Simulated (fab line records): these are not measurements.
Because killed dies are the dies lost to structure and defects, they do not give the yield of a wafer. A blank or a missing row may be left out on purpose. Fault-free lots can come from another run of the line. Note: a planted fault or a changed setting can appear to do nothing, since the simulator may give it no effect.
fab line records ; flow sky130
record: lots: 4; wafers: 12; lastDay: 49
route steps=708 shown LDD_LDN@292 SPACER@304 POLY_CUT@307 SD_P@320 RES_XHIGH@332 SALICIDE@361 PAD_OPEN@708
lots untouched by any fault: they come from a run of this same line in which no faults occurred
startH: hours from the record's opening day to when the first of the lot's shown wafers began ; waitH: time in hours since the lot's previous step ; " unchanged from the row above ; L1.1+2: several wafers, shown together as one row ; - value missing, or start not given ; * or withheld: withheld ; < > ~ a bound
route shown NAME@n: a module of which the file shows steps, and the number in the route of the first ; usual: mean/standard deviation taken from wafers without a fault ; same: alike in all rows ; chamber/n: place in a boat ; sites: per-site readings ; _std_site: how widely they spread, as a standard deviation ; _edge_site: inner sites' mean taken away from outer sites' mean ; radiusMm: for every site, how far away it sits from the centre of the wafer ; mask NAME#n: copy n ; behind: the most recent tool/chamber to have shaped the wafer ; hold: the reason the lot was held/the length of the hold in hours/how it ended ; device: the n, p or np transistor that did not switch ; end of line: tests of these same wafers at the route's end ; for a step that has no rows: nothing shown but its recipe ; killed: at the first sort, the dies lost to defects and structure; wafer yield is something else ; map: the dies of a wafer, with x for killed, . for not killed, _ for no die there
set.NAME: the run value of the setting; set.NAME@STEP: its run value at that earlier step ; model.NAME: the simulator's own value behind a step, which no gauge read
certain route steps with their lots: each step a table, each wafer a row
services: a tool's chamber out of use, with start hour (startH, from the record's first day; less than 0 if before it), hours out, and reason
== steps ==
step: SKY_LDD_LDN_SOFTBAKE_03
recipe: tempC: 90; timeS: 60; resist: NOVOLAK
step: SKY_LDD_LDN_EXPOSE_04
recipe: maskId: LDNTM; na: 0.6; sourceShape: conventional; sigmaOuter: 0.6; polarization: unpolarized; targetCdNm: 700; doseMj: 140
step: SKY_LDD_LDN_PEB_05
recipe: tempC: withheld; timeS: *; resist: NOVOLAK
step: SKY_LDD_LDN_DEVELOP_06
recipe: resist: NOVOLAK; developer: TMAH; developTimeS: 60; devTempC: 23
step: SKY_LDD_LDN_IMPLANT_08
recipe: species: As; energyKev: 15; doseCm2: 1.25e+13; tiltDeg: withheld; rotationDeg: 23
step: SKY_LDD_LDN_IMPLANT_09
recipe: species: As; energyKev: 15; doseCm2: 1.25e+13; tiltDeg: withheld; rotationDeg: 113
step: SKY_LDD_LDN_IMPLANT_10
recipe: species: As; energyKev: 15; doseCm2: 1.25e+13; tiltDeg: withheld; rotationDeg: 203
step: SKY_LDD_LDN_IMPLANT_11
recipe: species: As; energyKev: 15; doseCm2: 1.25e+13; tiltDeg: withheld; rotationDeg: 293
step: SKY_LDD_LDN_STRIP_12
recipe: chemistry: O2/N2; powerW: 1400; pressureMtorr: 1500; platenTempC: withheld; o2FlowSccm: 3000; n2FlowSccm: 300; overashFraction: 0.5
step: SKY_LDD_LDN_CLEAN_14
recipe: chemistry: SC1/SC2; mix: 1:4:20; tempC: 70; timeS: 150; dry: n2Spin
step: SKY_SPACER_CVD_00
recipe: material: Si3N4; precursor: DCS/NH3; targetThkNm: 43.1; tempC: 770; timeS: 740; pressureMtorr: 250
usual: spikeTcCentreC: 769.8/1; spikeTcTopC: 784/3.5; zonePowerCentrePct: 14.6/0.38; zonePowerLowerPct: 13.3/0.61; zonePowerUpperPct: 15.2/1.2
lot.wafer;tool;chamber;startH;waitH;spikeTcCentreC;spikeTcTopC;zonePowerCentrePct;zonePowerLowerPct;zonePowerUpperPct;model.Si3N4_of_SPACER_CVD_00.thkNm
L694.3;lpcvd-02;0;559.72;0.4;769.0;781;14.3;13.7;16.0;43.26
L694.4;lpcvd-02;0;559.72;0.4;768.2;780;14.2;13.8;15.7;42.96
L694.6;lpcvd-02;0;559.72;0.4;769.2;782;14.4;13.7;15.8;43.77
L701.1;lpcvd-02;1;613.97;0.0;789.7;787;20.7;9.8;10.8;44.42
L701.2;lpcvd-02;1;613.97;0.0;789.0;788;20.9;10.2;10.8;44.65
L701.4;lpcvd-02;1;613.97;0.0;790.7;788;20.9;9.8;10.8;46.34
L702.3;lpcvd-02;0;624.61;0.0;790.4;782;20.4;11.0;12.8;45.63
L702.4;lpcvd-02;0;624.61;0.0;788.6;781;19.8;10.8;12.6;46.48
L702.6;lpcvd-02;0;624.61;0.0;790.0;781;20.2;10.9;12.6;48.75
L709.2;lpcvd-02;0;684.93;0.7;768.4;780;14.3;13.9;16.3;43.03
L709.3;lpcvd-02;0;684.93;0.7;770.6;782;14.6;13.8;15.9;43.04
L709.6;lpcvd-02;0;684.93;0.7;768.6;781;14.1;13.7;15.5;43.35
step: SKY_SPACER_THK_MEAS_01
recipe: reads: Si3N4_of_SPACER_CVD_00
usual: SPACER_CVD_00_THK: 43.1/0.37
lot.wafer;tool;chamber;startH;waitH;SPACER_CVD_00_THK[nm]
L694.3;filmMetro-03;-;560.95;0.0;43.3
L694.4;filmMetro-03;-;560.95;0.0;42.9
L694.6;filmMetro-03;-;560.95;0.0;43.7
L701.1;filmMetro-04;-;615.17;0.0;44.4
L701.2;filmMetro-04;-;615.17;0.0;44.6
L701.4;filmMetro-04;-;615.17;0.0;46.3
L702.3;filmMetro-04;-;626.44;0.0;45.6
L702.4;filmMetro-04;-;626.44;0.0;46.5
L702.6;filmMetro-04;-;626.44;0.0;48.8
L709.2;filmMetro-02;-;686.15;0.0;43.1
L709.3;filmMetro-02;-;686.15;0.0;43.1
L709.6;filmMetro-02;-;686.15;0.0;43.4
step: SKY_SPACER_ETCHBACK_02
recipe: chemistry: CH3F/O2; target: Si3N4; stopOn: SiO2; sourceW: 400; biasW: 80; pressureMtorr: 25; ch3fFlowSccm: 40; O2_flow_sccm: 30; timeS: 46.7; targetDepthA: 450
usual: drypumpMotorCurrentA: 5.8/0.46; oesProductAu: 0.855/0.0064; throttleValvePct: 10.562/0.0097
lot.wafer;tool;chamber;startH;waitH;drypumpMotorCurrentA;oesProductAu;rfHoursCounterH;throttleValvePct;model.etch.depthNm
L694.3;rieDiel-03;2;560.99;0.0;6.0;0.852;0;10.555;43.26
L694.4;rieDiel-03;1;560.99;0.0;5.0;0.857;13;10.562;42.96
L694.6;rieDiel-03;1;560.99;0.0;4.9;0.867;-;10.569;43.77
L701.1;rieDiel-03;2;615.23;0.1;6.0;0.868;1;10.553;44.42
L701.2;rieDiel-03;0;615.23;0.1;5.8;0.862;12;10.555;44.65
L701.4;rieDiel-03;3;615.23;0.1;6.5;0.893;5;10.566;46.34
L702.3;rieDiel-04;2;626.48;0.0;5.9;0.885;48;10.582;45.63
L702.4;rieDiel-04;1;626.48;0.0;5.1;0.886;12;10.567;46.48
L702.6;rieDiel-04;1;626.48;0.0;5.1;0.918;-;10.560;48.75
L709.2;rieDiel-04;1;686.20;0.0;5.1;0.860;13;10.552;43.03
L709.3;rieDiel-04;2;686.20;0.0;5.8;0.852;50;10.550;43.04
L709.6;rieDiel-04;0;686.20;0.0;5.8;0.856;-;10.553;43.35
step: SKY_POLY_CUT_DEHYDRATE_00
recipe: tempC: 200; timeS: 60
step: SKY_POLY_CUT_HMDS_01
recipe: primeTimeS: 60; primeTempC: 120
step: SKY_POLY_CUT_COAT_02
recipe: resist: BARC; tempC: withheld; timeS: withheld; spinRpm: 3000; resistThkNm: 60
step: SKY_POLY_CUT_COAT_03
recipe: resist: KrF-thick; spinRpm: 3000; resistThkNm: 450
step: SKY_POLY_CUT_SOFTBAKE_04
recipe: tempC: 100; timeS: 90; resist: KrF-thick
step: SKY_POLY_CUT_EXPOSE_05
recipe: maskId: NPCM; na: 0.8; sourceShape: annular; sigmaInner: 0.55; sigmaOuter: 0.85; targetCdNm: 270; doseMj: 32
step: SKY_POLY_CUT_PEB_06
recipe: pebTempC: withheld; pebTimeS: withheld; resist: KrF-thick
step: SKY_POLY_CUT_DEVELOP_07
recipe: developTimeS: 60; resist: KrF-thick; devTempC: 21
step: SKY_POLY_CUT_ETCH_10
recipe: chemistry: N2/H2; target: BARC; ionEnergyEv: 200; sourceW: 500; biasW: 100; pressureMtorr: 30; n2FlowSccm: 100; h2FlowSccm: 200; stopOn: SiO2; timeS: 45.9; targetDepthA: 600
step: SKY_POLY_CUT_ETCH_11
recipe: target: Si3N4; chemistry: CF4/CH2F2/Ar; stopOn: poly-Si; sourceW: 600; biasW: 150; pressureMtorr: 40; cf4FlowSccm: 40; ch2f2FlowSccm: 20; Ar_flow_sccm: 150; timeS: 42.5; targetDepthA: 600
step: SKY_POLY_CUT_STRIP_12
recipe: chemistry: O2/N2; powerW: 1400; pressureMtorr: 1500; platenTempC: withheld; o2FlowSccm: 3000; n2FlowSccm: 300; overashFraction: 0.5
step: SKY_SD_P_DEHYDRATE_00
recipe: tempC: 200; timeS: 60
step: SKY_SD_P_HMDS_01
recipe: primeTimeS: 60; primeTempC: 120
step: SKY_SD_P_COAT_02
recipe: resist: NOVOLAK; spinRpm: 3000; resistThkNm: 1140
step: SKY_SD_P_SOFTBAKE_03
recipe: tempC: 90; timeS: 60; resist: NOVOLAK
step: SKY_SD_P_EXPOSE_04
recipe: maskId: PSDM; na: 0.6; sourceShape: conventional; sigmaOuter: 0.6; polarization: unpolarized; targetCdNm: 380; doseMj: 138
step: SKY_SD_P_PEB_05
recipe: tempC: withheld; timeS: *; resist: NOVOLAK
step: SKY_SD_P_DEVELOP_06
recipe: resist: NOVOLAK; developer: TMAH; developTimeS: 60; devTempC: 23
step: SKY_SD_P_IMPLANT_09
recipe: species: BF2; energyKev: 20; doseCm2: 3e+15; tiltDeg: 0
step: SKY_SD_P_STRIP_10
recipe: chemistry: O2/N2; powerW: 1400; pressureMtorr: 1500; platenTempC: withheld; o2FlowSccm: 3000; n2FlowSccm: 300; overashFraction: 0.5
step: SKY_RES_XHIGH_DEHYDRATE_00
recipe: tempC: 200; timeS: 60
step: SKY_RES_XHIGH_HMDS_01
recipe: primeTimeS: 60; primeTempC: 120
step: SKY_SALICIDE_CLEAN_00
recipe: chemistry: HF-last; timeS: 30; dilution: 100:1; dry: ipaMarangoni
lot.wafer;tool;chamber;startH;waitH;model.Si3N4_of_SPACER_CVD_00.thkNm
L694.3;wetBench-04;0;680.38;0.1;42.29
L694.4;wetBench-04;0;680.38;0.1;41.99
L694.6;wetBench-04;0;680.38;0.1;42.79
L701.1;wetBench-02;1;728.22;0.1;43.45
L701.2;wetBench-02;1;728.22;0.1;43.68
L701.4;wetBench-02;1;728.22;0.1;45.37
L702.3;wetBench-02;2;740.67;0.1;44.64
L702.4;wetBench-02;2;740.67;0.1;45.5
L702.6;wetBench-02;2;740.67;0.1;47.78
L709.2+3;wetBench-04;1;796.02;0.1;42.03
L709.6;wetBench-04;1;796.02;0.1;42.35
step: SKY_PAD_OPEN_PROBE_99
usual: killed_at_M0_to_M3: 44/7; killed_at_M4_up: 3.4/1.7; killedAtContacts: 24/4.9; killedAtFrontEnd: 15/4.5; killedAtOther: 0.4/0.61; killedDies: 86/9.7; killedOpen: 47/7.1; killedShort: 39/6.1
same: grossDies: 492; killedAtBackSide: 0
lot.wafer;tool;chamber;startH;waitH;killed_at_M0_to_M3;killed_at_M4_up;killedAtContacts;killedAtFrontEnd;killedAtOther;killedDies;killedOpen;killedShort;model.etest.pfet_01v8.rOnOhmUm;model.etest.sonosUncharged.rOnOhmUm;model.etest.pfet_01v8.driveUaUm
L694.3;prober-02;-;1102.59;0.2;38;3;30;9;1;81;52;29;2821;809.7;198
L694.4;prober-02;-;1102.64;0.2;47;4;25;13;0;89;50;39;2842;797.6;198.7
L694.6;prober-02;-;1102.74;0.2;41;7;27;13;0;88;41;47;2809;800.7;198.7
L701.1;prober-02;-;1136.15;0.1;53;1;24;12;1;91;50;40;2930;813.1;190.3
L701.2;prober-02;-;1136.20;0.1;40;4;26;19;2;91;49;40;2924;824.8;191.5
L701.4;prober-02;-;1136.30;0.2;33;3;20;12;0;68;38;30;2963;809.5;188.8
L702.3;prober-01;-;1146.31;0.2;33;7;20;13;1;74;42;30;3027;826.9;182.7
L702.4;prober-01;-;1146.36;0.2;43;5;23;9;0;80;42;38;3107;820.9;176.9
L702.6;prober-01;-;1146.46;0.2;36;3;24;12;1;76;39;35;3097;837;176.5
L709.2;prober-01;-;1181.53;0.1;51;2;26;21;0;100;60;39;2798;797.3;197.2
L709.3;prober-01;-;1181.58;0.2;50;3;25;15;0;93;47;43;2853;819;197.2
L709.6;prober-01;-;1181.73;0.2;34;5;29;14;0;82;49;33;2800;806.4;199.5
killed by level:class
L694.3 CONTACT:geometricParticle:open=12 VIA1:geometricParticle:open=9 LI_CONTACT:geometricParticle:open=8 VIA1:geometricParticle:short=6 VIA3:geometricParticle:open=6 METAL2:geometricParticle:short=5 CONTACT:geometricParticle:short=5 VIA2:geometricParticle:open=5
L694.4 VIA1:geometricParticle:open=8 CONTACT:geometricParticle:open=8 VIA3:geometricParticle:open=7 CONTACT:geometricParticle:short=6 VIA2:geometricParticle:open=6 METAL1:geometricParticle:short=6 METAL1:geometricParticle:open=5 METAL2:geometricParticle:short=5
L694.6 VIA1:geometricParticle:open=10 LI_CONTACT:geometricParticle:open=8 METAL4:geometricParticle:short=6 CONTACT:geometricParticle:open=6 METAL1:geometricParticle:short=6 METAL2:geometricParticle:short=5 VIA2:geometricParticle:short=5 FIELD_ISO:geometricParticle:open=4
L701.1 VIA1:geometricParticle:open=13 CONTACT:geometricParticle:open=12 VIA2:geometricParticle:open=7 METAL2:geometricParticle:short=6 POLY_GATE:geometricParticle:short=5 VIA2:geometricParticle:short=5 CONTACT:geometricParticle:short=4 METAL1:geometricParticle:short=4
L701.2 CONTACT:geometricParticle:open=11 CONTACT:geometricParticle:short=7 VIA1:geometricParticle:open=7 VIA3:geometricParticle:open=7 METAL1:geometricParticle:short=6 VIA2:geometricParticle:open=5 FIELD_ISO:geometricParticle:open=4 FIELD_ISO:geometricParticle:short=4
L701.4 CONTACT:geometricParticle:open=12 VIA2:geometricParticle:open=7 CONTACT:geometricParticle:short=5 METAL1:geometricParticle:short=5 VIA1:geometricParticle:open=5 VIA1:geometricParticle:short=5 FIELD_ISO:geometricParticle:open=3 POLY_GATE:geometricParticle:short=3
L702.3 VIA3:geometricParticle:open=8 CONTACT:geometricParticle:open=8 VIA1:geometricParticle:open=7 FIELD_ISO:geometricParticle:open=4 VIA1:geometricParticle:short=4 LI_CONTACT:geometricParticle:open=4 VIA2:geometricParticle:open=4 METAL4:geometricParticle:short=4
L702.4 VIA1:geometricParticle:open=11 CONTACT:geometricParticle:open=9 VIA3:geometricParticle:open=8 METAL1:geometricParticle:short=7 CONTACT:geometricParticle:short=6 METAL4:geometricParticle:short=4 VIA1:geometricParticle:short=4 VIA2:geometricParticle:short=4
L702.6 VIA1:geometricParticle:open=10 CONTACT:geometricParticle:open=9 LI_CONTACT:geometricParticle:open=6 METAL2:geometricParticle:short=6 FIELD_ISO:geometricParticle:short=5 LOCAL_INTERCONNECT:geometricParticle:short=4 VIA1:geometricParticle:short=4 CONTACT:geometricParticle:short=3
L709.2 VIA1:geometricParticle:open=20 CONTACT:geometricParticle:open=11 VIA2:geometricParticle:open=9 CONTACT:geometricParticle:short=7 METAL1:geometricParticle:short=5 POLY_GATE:geometricParticle:short=4 POLY_GATE:geometricParticle:open=4 LI_CONTACT:geometricParticle:open=4
L709.3 VIA1:geometricParticle:open=12 CONTACT:geometricParticle:open=8 LOCAL_INTERCONNECT:geometricParticle:short=5 VIA1:geometricParticle:short=5 VIA2:geometricParticle:open=5 VIA3:geometricParticle:short=5 VIA3:geometricParticle:open=5 FIELD_ISO:geometricParticle:open=4
L709.6 CONTACT:geometricParticle:open=14 CONTACT:geometricParticle:short=7 VIA3:geometricParticle:open=6 VIA2:geometricParticle:open=6 VIA1:geometricParticle:open=6 FIELD_ISO:geometricParticle:open=5 METAL1:geometricParticle:short=5 VIA1:geometricParticle:short=4
== services ==
tool;chamber;startH;hours;kind
rieDiel-03;0;542.25;5.4;repair
wetBench-02;-;542.90;1.1;repair
rieDiel-04;-;543.84;2.8;pm
rieDiel-04;-;547.48;1.2;repair
rieDiel-03;0;586.22;12.4;repair
wetBench-02;-;697.14;6.1;repair
rieDiel-04;2;719.05;-;clean
rieDiel-04;2;719.05;23.4;scheduledDown
rieDiel-04;2;719.05;23.4;ventCycle
rieDiel-03;-;731.01;0.2;repair
lpcvd-02;-;748.46;4.6;repair
rieDiel-03;-;760.06;0.3;repair
== key ==
firstSign: step: SKY_SPACER_CVD_00; reading: spikeTcCentreC; direction: up; sigmas: 20; usual: 769.8; struck: 789.7
effect: step: SKY_SPACER_CVD_00; reading: zonePowerCentrePct; direction: up; sigmas: 16; usual: 14.6; struck: 20.5
effect: step: SKY_SPACER_THK_MEAS_01; reading: SPACER_CVD_00_THK; direction: up; sigmas: 8; usual: 43.1; struck: 46.0
effect: step: SKY_SPACER_ETCHBACK_02; reading: oesProductAu; direction: up; sigmas: 4.8; usual: 0.855; struck: 0.885; wafersMoved: 5
modelEffect: step: SKY_SPACER_CVD_00; value: Si3N4_of_SPACER_CVD_00.thkNm; without: 43.27; struck: 46.05
modelEffect: step: SKY_SPACER_ETCHBACK_02; value: etch.depthNm; without: 43.27; struck: 46.05
modelEffect: step: SKY_SALICIDE_CLEAN_00; value: Si3N4_of_SPACER_CVD_00.thkNm; without: 42.29; struck: 45.07
modelEffect: step: SKY_PAD_OPEN_PROBE_99; value: etest.pfet_01v8.rOnOhmUm; without: 2920; struck: 3008
metAt SKY_SPACER_CVD_00
struckWafers L701.1,L701.2,L701.4,L702.3,L702.4,L702.6
testerLeftOut L701,L702
onsetBetween 559.72 613.97
fault: kind: processParameterDrift; tool: lpcvd-02; chamber: -; onsetH: 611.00; steps: SKY_SPACER_CVD_00; channel: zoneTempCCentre; offset: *; shape: step; endH: 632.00
testerLeftOut: of these lots the tester's yield and bins aren't shown, on N5 and GAA mostly nor the transistor test; their killed dies are dies lost to structure and defects alone, not to doping, threshold or leakage, so they don't give the yield
